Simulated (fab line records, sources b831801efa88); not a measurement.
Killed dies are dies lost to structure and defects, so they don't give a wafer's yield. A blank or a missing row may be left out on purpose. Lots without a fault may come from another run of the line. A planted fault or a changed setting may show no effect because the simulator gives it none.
fab line records | flow sky130
record lots=12 wafers=36 last_day=51
route steps=708 shown VT_ADJUST_PCH@152 SONOS_ONO@171 GATE_OXIDE@198 POLY_GATE@218 PAD_OPEN@708
lots that met no fault: from a run of the same line without faults
start_h: hours from the record's first day to the start of the lot's first wafer shown | wait_h: hours since the lot's step before | " the same as in the row above | L1.1+2: a row that stands for several wafers | - no value, or no start given | * or withheld: withheld | < > ~ a bound
route shown NAME@n: a module of which the file shows steps, and the number in the route of the first | usual: mean/standard deviation of fault-free wafers | same: alike in all rows | chamber/n: place in a boat | sites: the reading at each site | _std_site: their standard deviation | _edge_site: outer sites' mean less inner sites' | radius_mm: how far each site lies from the wafer's centre | mask NAME#n: copy n | behind: the tool/chamber that last shaped the wafer | hold: why the lot was held/for how many hours/how that ended | device: the transistor (n, p or np) that didn't switch | end of line: the same wafers' tests at the end of the route | a step without rows: its recipe alone | killed: dies lost to structure and defects at the first sort, not the wafer's yield | map: a wafer's dies, x killed, . not, _ none there
set.NAME: the setting as run; set.NAME@STEP: as run at that earlier step | model.NAME: the simulator's own value behind a step, which no gauge read
steps of the route over a sample of lots; a table a step, a row a wafer
services: from which hour (start_h, from the record's first day; less than 0 if before it) a tool's chamber was out of use, for how many hours, and why
## steps
# step SKY_VT_ADJUST_PCH_STRIP_09
# recipe chemistry=O2/N2 power_w=1400 pressure_mtorr=1500 platen_temp_c=withheld o2_flow_sccm=3000 n2_flow_sccm=300 overash_fraction=0.5
# usual drypump_motor_current_A=6.0/0.46 oes_product_au=0.723/0.0044 strip_time_to_endpoint_s=36.94/0.09
# columns lot.wafer tool chamber start_h wait_h drypump_motor_current_A oes_product_au rf_hours_counter_h strip_time_to_endpoint_s
L546.2 plasma_asher-03 1 255.28 0.1 5.4 0.727 53 36.98
L546.5 " 0 " " 6.6 0.723 - 36.91
L546.6 " 1 " " 5.4 0.722 - 36.88
L549.1 plasma_asher-03 1 268.50 0.1 5.5 0.728 54 36.92
L549.2 " 0 " " 6.6 0.720 54 37.11
L549.6 " 1 " " 5.5 0.719 - 36.95
L550.3 plasma_asher-01 1 281.81 0.1 6.0 0.714 - 37.01
L550.5 " 1 " " 6.0 0.730 - 37.10
L550.6 " 0 " " 5.8 0.722 - 37.15
L553.2 plasma_asher-01 1 301.90 0.1 6.0 0.729 63 37.02
L553.3 " 0 " " 5.8 0.721 - 37.07
L553.6 " 0 " " 5.8 0.725 - 37.03
L555.1 plasma_asher-01 0 318.65 0.1 5.8 0.720 65 36.87
L555.2 " 1 " " 6.0 0.721 65 36.83
L555.5 " 0 " " 5.8 0.728 - 36.91
L556.3 plasma_asher-03 1 325.06 0.1 5.4 0.721 - 36.97
L556.4 " 0 " " 6.6 0.718 - 36.84
L556.6 " 0 " " 6.6 0.731 - 36.77
L559.3 plasma_asher-03 1 351.94 0.1 5.4 0.728 - 36.96
L559.4 " 0 " " 6.6 0.710 - 37.02
L559.6 " 0 " " 6.6 0.720 - 36.91
L561.2 plasma_asher-03 0 363.77 0.1 6.6 0.721 65 36.86
L561.4 " 0 " " 6.5 0.719 - 36.94
L561.6 " 1 " " 5.5 0.723 - 36.81
L562.3 plasma_asher-02 1 374.16 0.1 5.8 0.721 - 37.03
L562.5 " 1 " " 5.8 0.725 - 36.98
L562.6 " 0 " " 6.3 0.727 - 36.99
L564.2 plasma_asher-03 1 393.25 0.1 5.4 0.723 68 36.88
L564.3 " 0 " " 6.6 0.728 - 36.93
L564.4 " 1 " " 5.5 0.716 - 36.96
L565.1 plasma_asher-03 1 398.62 0.1 5.4 0.725 69 36.87
L565.3 " 0 " " 6.6 0.717 - 36.88
L565.6 " 1 " " 5.4 0.721 - 36.92
L566.1 plasma_asher-02 1 400.42 0.1 5.8 0.725 28 36.98
L566.2 " 0 " " 6.3 0.723 28 36.98
L566.6 " 1 " " 5.8 0.717 - 37.09
# step SKY_SONOS_ONO_THK_MEAS_03
# recipe reads=Si3N4_of_SONOS_ONO_CVD_02
# usual SONOS_ONO_CVD_02_THK=10.53/0.14
# columns lot.wafer tool chamber start_h wait_h SONOS_ONO_CVD_02_THK[nm]
L546.2 film_metro-01 - 285.62 0.0 10.59
L546.5 " - " " 10.62
L546.6 " - " " 10.57
L549.1 film_metro-04 - 296.19 0.0 10.62
L549.2 " - " " 10.63
L549.6 " - " " 10.53
L550.3 film_metro-01 - 310.20 0.0 10.43
L550.5 " - " " 10.55
L550.6 " - " " 10.46
L553.2 film_metro-03 - 330.83 0.0 10.48
L553.3 " - " " 10.55
L553.6 " - " " 10.40
L555.1 film_metro-01 - 348.39 0.0 10.52
L555.2 " - " " 10.32
L555.5 " - " " 10.35
L556.3 film_metro-03 - 357.45 0.0 10.31
L556.4 " - " " 10.30
L556.6 " - " " 10.32
L559.3 film_metro-03 - 392.56 0.0 10.28
L559.4 " - " " 10.42
L559.6 " - " " 10.34
L561.2 film_metro-04 - 404.81 0.0 10.63
L561.4 " - " " 10.77
L561.6 " - " " 10.74
L562.3 film_metro-04 - 413.51 0.0 10.43
L562.5 " - " " 10.45
L562.6 " - " " 10.56
L564.2 film_metro-03 - 426.13 0.0 10.57
L564.3 " - " " 10.61
L564.4 " - " " 10.47
L565.1 film_metro-04 - 432.31 0.0 10.62
L565.3 " - " " 10.54
L565.6 " - " " 10.68
L566.1 film_metro-01 - 432.31 0.0 10.47
L566.2 " - " " 10.46
L566.6 " - " " 10.60
# step SKY_GATE_OXIDE_IMPLANT_11
# recipe species=B energy_kev=10 dose_cm2=2.6e+12 tilt_deg=withheld
# usual beam_energy_keV=10.001/0.0031 dose_ions_cm2=2.6e+12/3.1e+09 faraday_current_uA=14.64/0.29
# columns lot.wafer tool chamber start_h wait_h beam_energy_keV dose_ions_cm2 faraday_current_uA
L546.2 implanter-02 0 343.95 0.0 10.001 2.598e+12 15.14
L546.5 " 0 " " 9.996 2.601e+12 14.39
L546.6 " 0 " " 9.995 2.597e+12 14.12
L549.1 implanter-02 0 352.67 0.0 10.002 2.596e+12 14.15
L549.2 " 0 " " 9.997 2.593e+12 14.99
L549.6 " 0 " " 10.001 2.596e+12 14.82
L550.3 implanter-03 0 367.47 0.1 10.005 2.599e+12 14.90
L550.5 " 0 " " 10.000 2.595e+12 14.42
L550.6 " 0 " " 10.002 2.6e+12 15.15
L553.2 implanter-01 0 389.60 0.0 10.003 2.604e+12 14.78
L553.3 " 0 " " 10.005 2.599e+12 14.97
L553.6 " 0 " " 9.999 2.603e+12 14.32
L555.1 implanter-01 0 408.02 0.0 10.004 2.598e+12 14.44
L555.2 " 0 " " 10.002 2.596e+12 14.53
L555.5 " 0 " " 9.996 2.598e+12 14.34
L556.3 implanter-03 0 424.02 0.1 10.002 2.602e+12 15.21
L556.4 " 0 " " 9.996 2.602e+12 14.95
L556.6 " 0 " " 9.997 2.601e+12 14.57
L559.3 implanter-03 0 455.87 0.1 9.998 3.727e+12 20.83
L559.4 " 0 " " 10.003 3.727e+12 21.63
L559.6 " 0 " " 10.000 3.727e+12 20.80
L561.2 implanter-03 0 467.65 0.0 10.001 3.727e+12 21.13
L561.4 " 0 " " 10.000 3.734e+12 20.13
L561.6 " 0 " " 10.001 3.732e+12 21.25
L562.3 implanter-03 0 476.12 0.1 9.995 3.727e+12 20.92
L562.5 " 0 " " 9.998 3.728e+12 20.66
L562.6 " 0 " " 10.000 3.73e+12 21.17
L565.1 implanter-02 0 534.12 0.0 10.001 2.6e+12 14.60
L565.3 " 0 " " 10.001 2.59e+12 14.78
L565.6 " 0 " " 9.998 2.597e+12 14.25
L566.1 implanter-02 0 535.17 0.0 9.996 2.602e+12 14.47
L566.2 " 0 " " 10.001 2.597e+12 14.30
L566.6 " 0 " " 10.002 2.598e+12 14.25
L564.2 implanter-02 0 536.40 0.0 9.998 2.597e+12 14.85
L564.3 " 0 " " 9.997 2.599e+12 14.96
L564.4 " 0 " " 10.003 2.602e+12 14.85
# step SKY_GATE_OXIDE_TW_MEAS_14
# usual GATE_OXIDE_TW=223/3.3
# columns lot.wafer tool chamber start_h wait_h hold GATE_OXIDE_TW
L546.2 film_metro-02 - 344.29 0.1 - 228
L546.5 " - " " - 227
L546.6 " - " " - 228
L549.1 film_metro-02 - 353.03 0.1 - 228
L549.2 " - " " - 227
L549.6 " - " " - 227
L550.3 film_metro-03 - 367.80 0.1 - 219
L550.5 " - " " - 222
L550.6 " - " " - 219
L553.2 film_metro-02 - 389.94 0.1 - 226
L553.3 " - " " - 226
L553.6 " - " " - 226
L555.1 film_metro-01 - 408.38 0.1 - 221
L555.2 " - " " - 221
L555.5 " - " " - 223
L556.3 film_metro-02 - 424.35 0.1 - 226
L556.4 " - " " - 223
L556.6 " - " " - 225
L559.3 film_metro-03 - 456.30 0.1 await_dispo/0.2h/release 243
L559.4 " - " " await_dispo/0.2h/release 243
L559.6 " - " " await_dispo/0.2h/release 242
L559.3 film_metro-03 - 456.58 0.3 - 243
L559.4 " - " " - 242
L559.6 " - " " - 243
L561.2 film_metro-03 - 467.99 0.1 await_dispo/0.2h/release 244
L561.4 " - " " await_dispo/0.2h/release 244
L561.6 " - " " await_dispo/0.2h/release 242
L561.2 film_metro-03 - 468.22 0.2 - 243
L561.4 " - " " - 242
L561.6 " - " " - 244
L562.3 film_metro-01 - 476.44 0.1 await_dispo/0.2h/release 247
L562.5 " - " " await_dispo/0.2h/release 246
L562.6 " - " " await_dispo/0.2h/release 247
L562.3 film_metro-01 - 476.67 0.2 - 247
L562.5 " - " " - 247
L562.6 " - " " - 248
L565.1 film_metro-02 - 534.47 0.1 - 225
L565.3 " - " " - 226
L565.6 " - " " - 227
L566.1 film_metro-01 - 535.52 0.1 - 221
L566.2 " - " " - 221
L566.6 " - " " - 221
L564.2 film_metro-01 - 536.73 0.1 - 221
L564.3 " - " " - 221
L564.4 " - " " - 220
# step SKY_POLY_GATE_THK_MEAS_04
# recipe reads=Si3N4_of_POLY_GATE_CVD_03
# usual POLY_GATE_CVD_03_THK=75.4/0.64
# columns lot.wafer tool chamber start_h wait_h POLY_GATE_CVD_03_THK[nm]
L546.2 film_metro-04 - 377.67 0.0 75.4
L546.5 " - " " 75.3
L546.6 " - " " 74.9
L549.1 film_metro-04 - 387.54 0.0 75.2
L549.2 " - " " 74.9
L549.6 " - " " 75.2
L550.3 film_metro-03 - 406.18 0.0 75.5
L550.5 " - " " 75.9
L550.6 " - " " 75.8
L553.2 film_metro-02 - 431.27 0.0 75.3
L553.3 " - " " 75.4
L553.6 " - " " 75.4
L555.1 film_metro-04 - 450.33 0.0 75.0
L555.2 " - " " 74.5
L555.5 " - " " 74.2
L556.3 film_metro-04 - 460.21 0.0 74.9
L556.4 " - " " 74.5
L556.6 " - " " 75.4
L559.3 film_metro-03 - 491.58 0.0 75.2
L559.4 " - " " 75.4
L559.6 " - " " 75.4
L561.2 film_metro-02 - 503.19 0.0 76.9
L561.4 " - " " 76.3
L561.6 " - " " 77.0
L562.3 film_metro-03 - 512.16 0.0 75.6
L562.5 " - " " 75.1
L562.6 " - " " 75.4
L565.1 film_metro-03 - 569.69 0.0 74.5
L565.3 " - " " 74.7
L565.6 " - " " 74.8
L566.1 film_metro-04 - 569.69 0.0 75.0
L566.2 " - " " 74.5
L566.6 " - " " 74.6
L564.2 film_metro-04 - 572.24 0.1 76.0
L564.3 " - " " 76.3
L564.4 " - " " 76.1
# step SKY_PAD_OPEN_PROBE_99
# usual killed_at_M0_to_M3=43/6.8 killed_at_M4_up=3.1/1.8 killed_at_contacts=25/5.8 killed_at_front_end=15/4.2 killed_at_other=0.3/0.5 killed_dies=87/9.7 killed_open=47/7.3 killed_short=39/6.6
# same gross_dies=492 killed_at_back_side=0
# columns lot.wafer tool chamber start_h wait_h hold killed_at_M0_to_M3 killed_at_M4_up killed_at_contacts killed_at_front_end killed_at_other killed_dies killed_open killed_short
L549.1 prober-02 - 1111.10 0.1 - 56 2 18 13 0 89 44 45
L549.2 prober-02 - 1111.15 0.1 - 53 3 27 10 1 94 49 45
L549.6 prober-02 - 1111.35 0.2 - 49 2 19 10 0 80 49 31
L550.3 prober-01 - 1120.15 0.2 - 47 2 18 15 1 83 45 38
L550.5 prober-01 - 1120.25 0.2 - 52 1 20 12 0 85 47 38
L550.6 prober-01 - 1120.30 0.2 - 34 5 22 9 1 71 43 28
L553.2 prober-02 - 1136.90 0.1 - 35 1 37 14 1 88 53 35
L553.3 prober-02 - 1136.95 0.2 - 35 4 13 19 1 72 42 30
L553.6 prober-02 - 1137.10 0.2 - 35 2 15 11 0 63 30 33
L555.1 prober-02 - 1155.56 0.1 - 41 1 28 16 0 86 54 32
L555.2 prober-02 - 1155.61 0.1 - 38 2 23 17 1 81 44 37
L555.5 prober-02 - 1155.76 0.2 - 46 6 38 18 0 108 68 40
L556.3 prober-01 - 1155.78 0.2 - 35 2 15 13 1 66 38 28
L556.4 prober-01 - 1155.83 0.2 - 35 3 17 13 0 68 36 32
L556.6 prober-01 - 1155.93 0.2 - 49 4 19 15 1 88 50 38
L559.3 prober-02 - 1175.59 0.2 await_dispo/2.1h/release 50 5 32 22 0 109 70 39
L559.4 prober-02 - 1175.64 0.2 await_dispo/2.1h/release 50 5 27 21 0 103 63 40
L559.6 prober-02 - 1175.74 0.2 await_dispo/2.1h/release 37 5 32 19 0 93 57 36
L561.2 prober-02 - 1181.91 0.1 await_dispo/2.3h/release 39 1 25 12 1 78 49 29
L561.4 prober-02 - 1182.01 0.2 await_dispo/2.3h/release 40 8 24 10 0 82 56 26
L561.6 prober-02 - 1182.11 0.2 await_dispo/2.3h/release 59 3 28 18 0 108 53 55
L562.3 prober-02 - 1190.00 0.2 await_dispo/4.6h/release 39 7 23 15 0 84 39 45
L562.5 prober-02 - 1190.10 0.2 await_dispo/4.6h/release 41 4 13 13 0 71 38 33
L562.6 prober-02 - 1190.15 0.2 await_dispo/4.6h/release 44 7 24 11 0 86 51 35
L565.1 prober-01 - 1214.49 0.1 - 51 4 18 12 0 85 40 45
L565.3 prober-01 - 1214.59 0.2 - 40 6 28 10 1 85 41 44
L565.6 prober-01 - 1214.74 0.2 - 51 2 19 13 0 85 47 38
L566.1 prober-02 - 1214.66 0.1 - 46 7 27 17 0 97 59 38
L566.2 prober-02 - 1214.71 0.1 - 36 8 18 21 0 83 42 41
L566.6 prober-02 - 1214.91 0.2 - 48 2 26 15 1 92 64 28
# killed by level:class
L549.1 VIA1:geometric_particle:open=10 VIA1:geometric_particle:short=7 VIA2:geometric_particle:open=7 VIA3:geometric_particle:open=7 LOCAL_INTERCONNECT:geometric_particle:short=6 METAL1:geometric_particle:short=6 METAL2:geometric_particle:short=6 POLY_GATE:geometric_particle:open=5
L549.2 VIA1:geometric_particle:open=14 CONTACT:geometric_particle:open=11 METAL1:geometric_particle:short=10 VIA3:geometric_particle:open=10 LOCAL_INTERCONNECT:geometric_particle:short=8 CONTACT:geometric_particle:short=4 METAL2:geometric_particle:short=4 VIA2:geometric_particle:open=4
L549.6 VIA1:geometric_particle:open=11 VIA1:geometric_particle:short=9 CONTACT:geometric_particle:open=8 METAL1:geometric_particle:open=7 VIA2:geometric_particle:open=5 POLY_GATE:geometric_particle:open=5 VIA3:geometric_particle:short=5 METAL1:geometric_particle:short=4
L550.3 CONTACT:geometric_particle:open=9 VIA2:geometric_particle:open=9 VIA1:geometric_particle:open=8 VIA1:geometric_particle:short=7 VIA3:geometric_particle:open=6 FIELD_ISO:geometric_particle:short=5 FIELD_ISO:geometric_particle:open=5 LOCAL_INTERCONNECT:geometric_particle:short=4
L550.5 CONTACT:geometric_particle:open=11 VIA1:geometric_particle:open=10 METAL2:geometric_particle:short=9 VIA2:geometric_particle:open=8 METAL1:geometric_particle:short=7 VIA3:geometric_particle:open=7 POLY_GATE:geometric_particle:open=4 CONTACT:geometric_particle:short=4
L550.6 CONTACT:geometric_particle:open=14 VIA1:geometric_particle:open=12 METAL2:geometric_particle:short=7 VIA2:geometric_particle:open=4 METAL4:geometric_particle:short=4 POLY_GATE:geometric_particle:open=3 LI_CONTACT:geometric_particle:open=3 LOCAL_INTERCONNECT:geometric_particle:short=3
L553.2 CONTACT:geometric_particle:open=12 LI_CONTACT:geometric_particle:open=11 VIA1:geometric_particle:open=7 POLY_GATE:geometric_particle:open=5 VIA3:geometric_particle:open=5 CONTACT:geometric_particle:short=5 VIA2:geometric_particle:open=5 POLY_GATE:geometric_particle:short=4
L553.3 POLY_GATE:geometric_particle:open=7 LI_CONTACT:geometric_particle:open=7 VIA1:geometric_particle:open=7 VIA2:geometric_particle:open=6 FIELD_ISO:geometric_particle:open=4 METAL1:geometric_particle:short=4 VIA2:geometric_particle:short=4 VIA3:geometric_particle:open=4
L553.6 VIA1:geometric_particle:open=7 VIA1:geometric_particle:short=6 METAL2:geometric_particle:short=6 CONTACT:geometric_particle:open=5 LI_CONTACT:geometric_particle:open=4 VIA2:geometric_particle:short=4 POLY_GATE:geometric_particle:short=3 LI_CONTACT:geometric_particle:short=3
L555.1 CONTACT:geometric_particle:open=12 VIA1:geometric_particle:open=12 VIA3:geometric_particle:open=11 FIELD_ISO:geometric_particle:short=5 LI_CONTACT:geometric_particle:open=5 LOCAL_INTERCONNECT:geometric_particle:short=5 VIA1:geometric_particle:short=5 FIELD_ISO:geometric_particle:open=4
L555.2 VIA1:geometric_particle:open=11 FIELD_ISO:geometric_particle:open=6 LI_CONTACT:geometric_particle:open=5 LOCAL_INTERCONNECT:geometric_particle:short=5 CONTACT:geometric_particle:open=5 METAL2:geometric_particle:short=5 POLY_GATE:geometric_particle:open=4 LI_CONTACT:geometric_particle:short=4
L555.5 CONTACT:geometric_particle:open=16 VIA1:geometric_particle:open=12 VIA3:geometric_particle:open=11 LI_CONTACT:geometric_particle:open=9 LI_CONTACT:geometric_particle:short=6 FIELD_ISO:geometric_particle:short=5 POLY_GATE:geometric_particle:open=5 CONTACT:geometric_particle:short=5
L556.3 VIA3:geometric_particle:open=10 VIA1:geometric_particle:open=8 CONTACT:geometric_particle:short=6 FIELD_ISO:geometric_particle:open=4 CONTACT:geometric_particle:open=4 SPACER:geometric_particle:short=3 VIA2:geometric_particle:open=3 METAL1:geometric_particle:short=3
L556.4 VIA1:geometric_particle:open=9 FIELD_ISO:geometric_particle:short=7 CONTACT:geometric_particle:open=6 METAL1:geometric_particle:short=5 VIA3:geometric_particle:open=5 VIA2:geometric_particle:open=5 LI_CONTACT:geometric_particle:open=4 LOCAL_INTERCONNECT:geometric_particle:short=4
L556.6 VIA1:geometric_particle:open=10 VIA2:geometric_particle:open=9 FIELD_ISO:geometric_particle:open=7 CONTACT:geometric_particle:open=6 METAL1:geometric_particle:short=6 METAL2:geometric_particle:short=6 VIA3:geometric_particle:open=5 CONTACT:geometric_particle:short=5
L559.3 CONTACT:geometric_particle:open=14 LI_CONTACT:geometric_particle:open=13 VIA1:geometric_particle:open=13 FIELD_ISO:geometric_particle:open=9 VIA3:geometric_particle:open=8 POLY_GATE:geometric_particle:short=6 METAL1:geometric_particle:short=5 VIA2:geometric_particle:open=5
L559.4 VIA1:geometric_particle:open=17 LI_CONTACT:geometric_particle:open=10 VIA3:geometric_particle:open=9 CONTACT:geometric_particle:open=7 VIA2:geometric_particle:open=7 POLY_GATE:geometric_particle:open=6 CONTACT:geometric_particle:short=6 METAL2:geometric_particle:short=6
L559.6 VIA1:geometric_particle:open=13 CONTACT:geometric_particle:open=12 FIELD_ISO:geometric_particle:short=6 CONTACT:geometric_particle:short=5 POLY_GATE:geometric_particle:open=4 LI_CONTACT:geometric_particle:open=4 LI_CONTACT:geometric_particle:short=4 LOCAL_INTERCONNECT:geometric_particle:short=4
L561.2 VIA1:geometric_particle:open=12 CONTACT:geometric_particle:open=8 VIA3:geometric_particle:open=7 LI_CONTACT:geometric_particle:open=7 VIA2:geometric_particle:open=6 LOCAL_INTERCONNECT:geometric_particle:short=5 METAL2:geometric_particle:short=5 LI_CONTACT:geometric_particle:short=4
L561.4 VIA1:geometric_particle:open=14 VIA2:geometric_particle:open=11 LI_CONTACT:geometric_particle:open=8 CONTACT:geometric_particle:open=8 METAL4:geometric_particle:short=5 POLY_GATE:geometric_particle:open=4 LOCAL_INTERCONNECT:geometric_particle:short=4 FIELD_ISO:geometric_particle:open=3
L561.6 VIA2:geometric_particle:open=12 CONTACT:geometric_particle:open=11 VIA1:geometric_particle:open=9 LOCAL_INTERCONNECT:geometric_particle:short=8 METAL2:geometric_particle:short=7 METAL1:geometric_particle:short=7 VIA2:geometric_particle:short=7 FIELD_ISO:geometric_particle:short=6
L562.3 CONTACT:geometric_particle:open=11 METAL1:geometric_particle:short=8 VIA1:geometric_particle:open=8 CONTACT:geometric_particle:short=7 METAL4:geometric_particle:short=7 POLY_GATE:geometric_particle:open=6 VIA2:geometric_particle:open=6 VIA2:geometric_particle:short=4
L562.5 METAL1:geometric_particle:short=6 VIA1:geometric_particle:open=6 VIA2:geometric_particle:open=6 VIA3:geometric_particle:open=6 METAL2:geometric_particle:short=5 POLY_GATE:geometric_particle:open=5 LOCAL_INTERCONNECT:geometric_particle:short=4 CONTACT:geometric_particle:open=4
L562.6 VIA1:geometric_particle:open=10 LI_CONTACT:geometric_particle:open=9 VIA3:geometric_particle:open=8 CONTACT:geometric_particle:open=7 CONTACT:geometric_particle:short=5 METAL2:geometric_particle:short=5 VIA2:geometric_particle:open=5 VIA2:geometric_particle:short=4
L565.1 VIA3:geometric_particle:open=8 VIA1:geometric_particle:short=8 VIA1:geometric_particle:open=8 METAL1:geometric_particle:short=7 LI_CONTACT:geometric_particle:open=6 CONTACT:geometric_particle:open=5 METAL2:geometric_particle:short=5 METAL3:geometric_particle:short=5
L565.3 CONTACT:geometric_particle:open=11 METAL1:geometric_particle:short=7 VIA2:geometric_particle:open=7 CONTACT:geometric_particle:short=5 VIA1:geometric_particle:open=5 LI_CONTACT:geometric_particle:open=4 LI_CONTACT:geometric_particle:short=4 LOCAL_INTERCONNECT:geometric_particle:short=4
L566.1 CONTACT:geometric_particle:open=13 VIA1:geometric_particle:open=11 CONTACT:geometric_particle:short=7 VIA3:geometric_particle:open=6 POLY_GATE:geometric_particle:open=6 VIA2:geometric_particle:open=6 METAL2:geometric_particle:open=5 METAL2:geometric_particle:short=4
L566.2 CONTACT:geometric_particle:open=12 VIA1:geometric_particle:open=9 FIELD_ISO:geometric_particle:short=6 METAL2:geometric_particle:short=5 METAL3:geometric_particle:short=5 METAL4:geometric_particle:short=5 POLY_GATE:geometric_particle:short=4 CONTACT:geometric_particle:short=4
L565.6 VIA1:geometric_particle:open=11 VIA2:geometric_particle:open=10 METAL1:geometric_particle:short=6 VIA3:geometric_particle:open=6 FIELD_ISO:geometric_particle:short=5 LI_CONTACT:geometric_particle:open=5 CONTACT:geometric_particle:open=5 VIA1:geometric_particle:short=5
L566.6 VIA1:geometric_particle:open=15 VIA3:geometric_particle:open=9 CONTACT:geometric_particle:open=8 LI_CONTACT:geometric_particle:open=8 VIA2:geometric_particle:open=8 CONTACT:geometric_particle:short=6 FIELD_ISO:geometric_particle:short=4 POLY_GATE:geometric_particle:open=4
## services
# columns tool chamber start_h hours kind
implanter-03 - 264.41 8.6 pm
implanter-02 - 265.56 3.0 pm
plasma_asher-02 - 303.73 8.0 repair
implanter-03 - 311.76 4.4 pm
implanter-01 - 312.17 30.7 pm
plasma_asher-01 - 362.83 4.4 repair
implanter-02 - 370.63 7.4 pm
implanter-01 - 381.26 1.8 repair
plasma_asher-02 - 382.35 14.6 pm
implanter-02 - 415.57 7.4 repair
plasma_asher-01 - 421.25 9.0 pm
plasma_asher-01 0 421.25 9.0 vent_cycle
plasma_asher-01 1 421.25 9.0 vent_cycle
plasma_asher-01 0 430.25 - clean
plasma_asher-01 1 430.25 - clean
plasma_asher-01 - 456.16 15.4 repair
implanter-02 - 495.20 3.7 repair
implanter-02 - 515.63 6.1 repair
implanter-01 - 515.75 3.2 pm
## key
first_sign step=SKY_GATE_OXIDE_IMPLANT_11 reading=dose_ions_cm2 direction=up sigmas=99+ usual=* struck=*
effect step=SKY_GATE_OXIDE_IMPLANT_11 reading=faraday_current_uA direction=up sigmas=21 usual=14.64 struck=20.95
effect step=SKY_GATE_OXIDE_TW_MEAS_14 reading=visit direction=added
effect step=SKY_GATE_OXIDE_TW_MEAS_14 reading=GATE_OXIDE_TW direction=up sigmas=6.3 usual=223 struck=244
effect step=SKY_PAD_OPEN_PROBE_99 reading=hold direction=added
met_at SKY_GATE_OXIDE_IMPLANT_11
struck_lots L559,L561,L562
tester_left_out L559,L561,L562
not_acting_at SKY_VT_ADJUST_PCH_STRIP_09,SKY_SONOS_ONO_THK_MEAS_03,SKY_POLY_GATE_THK_MEAS_04
onset_between 424.02 455.87
fault kind=process_parameter_drift tool=implanter-03 chamber=- onset_h=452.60 steps=SKY_GATE_OXIDE_IMPLANT_11 channel=dose_cm2 offset=* shape=step end_h=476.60 acts_in=* stated=*
# tester_left_out: of these lots the tester's yield and bins aren't shown, on N5 and GAA mostly nor the transistor test; their killed dies are dies lost to structure and defects alone, not to doping, threshold or leakage, so they don't give the yield
